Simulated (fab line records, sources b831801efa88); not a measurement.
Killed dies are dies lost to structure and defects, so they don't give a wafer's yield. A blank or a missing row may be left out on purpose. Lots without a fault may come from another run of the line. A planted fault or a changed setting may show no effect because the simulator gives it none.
Which tool did it? | flow sky130 | 11 lots, 33 wafers sampled, at 3 steps of a route of 708

WHAT THE GAUGES READ, wafer by wafer
SKY_SD_N_TW_MEAS_12.
lot  | measured     | on            | SD_N_TW
L348 | day 28 16:47 | film_metro-04 | 3953 3967 3968
L351 | day 29 18:41 | film_metro-04 | 3984 3967 3981
L353 | day 30 12:14 | film_metro-01 | 4004 4006 4019
L354 | day 30 18:19 | film_metro-03 | 3991 3977 3972
L355 | day 31 00:53 | film_metro-03 | 4012 4008 4002
L356 | day 31 10:53 | film_metro-04 | 3973 3957 3964
L357 | day 31 21:07 | film_metro-04 | 3966 3950 3976
L358 | day 32 05:25 | film_metro-01 | 4000 4018 3990
L359 | day 32 10:11 | film_metro-01 | 4010 3988 4006
L364 | day 33 18:13 | film_metro-03 | 3982 3981 4006
L366 | day 34 17:51 | film_metro-01 | 3986 3964 3965

WHICH TOOL RAN EACH LOT (tool, then ch and the chambers of the sampled wafers, then the start)
lot  | SKY_POLY_GATE_ETCH_17            | SKY_POLY_CUT_ETCH_11
L348 | rie_si-02 ch 1,3, day 17 04:19   | rie_diel-04 ch 1,2,3, day 25 00:16
L351 | rie_si-02 ch 0,1,2, day 18 08:28 | rie_diel-04 ch 0,1,3, day 26 03:43
L353 | rie_si-01 ch 0,2,3, day 19 01:13 | rie_diel-01 ch 2,3, day 26 23:01
L354 | rie_si-02 ch 1,3, day 19 09:43   | rie_diel-04 ch 0,1,3, day 27 04:52
L355 | rie_si-02 ch 1,2, day 19 18:58   | rie_diel-01 ch 1,2, day 27 12:26
L356 | rie_si-01 ch 2,3, day 20 04:22   | rie_diel-01 ch 1,3, day 27 21:22
L357 | rie_si-02 ch 0,1, day 20 19:13   | rie_diel-03 ch 1,2,3, day 28 08:28
L358 | rie_si-01 ch 0,1,2, day 21 00:52 | rie_diel-03 ch 0,1,3, day 28 18:22
L359 | rie_si-02 ch 0,2,3, day 21 07:34 | rie_diel-04 ch 0,1, day 28 22:19
L364 | rie_si-02 ch 0,3, day 22 18:19   | rie_diel-04 ch 0,1, day 30 07:58
L366 | rie_si-01 ch 0,2,3, day 23 21:34 | rie_diel-04 ch 0,1,3, day 31 08:07
- SKY_POLY_GATE_ETCH_17: etches poly-Si in HBr/Cl2, stops on SiO2, target depth 180 nm, time 70.5 s.
- SKY_POLY_CUT_ETCH_11: etches Si3N4 in CF4/CH2F2/Ar, stops on poly-Si, time 42.5 s, target depth 60 nm.

THE ANSWER, worked out from the rows above alone
Rule: what is usual is taken from the lots themselves. Put in order of their means at a reading, lots are off if they are a third of the lots or fewer, leave a main group of 4 or more, and stand apart from it by a gap of 3 or more times the standard deviation of the main group's means; of several such gaps the widest counts. A main group whose means are all the same, to the digits that the tables above print for the reading, isn't used. A lot without any number at a reading at which 4 lots or more have one is off too. The other lots that the step has rows for count as sound.
No lot is off at any reading shown: from this, nothing can be told.

WHAT THE SIMULATOR HAD PUT IN
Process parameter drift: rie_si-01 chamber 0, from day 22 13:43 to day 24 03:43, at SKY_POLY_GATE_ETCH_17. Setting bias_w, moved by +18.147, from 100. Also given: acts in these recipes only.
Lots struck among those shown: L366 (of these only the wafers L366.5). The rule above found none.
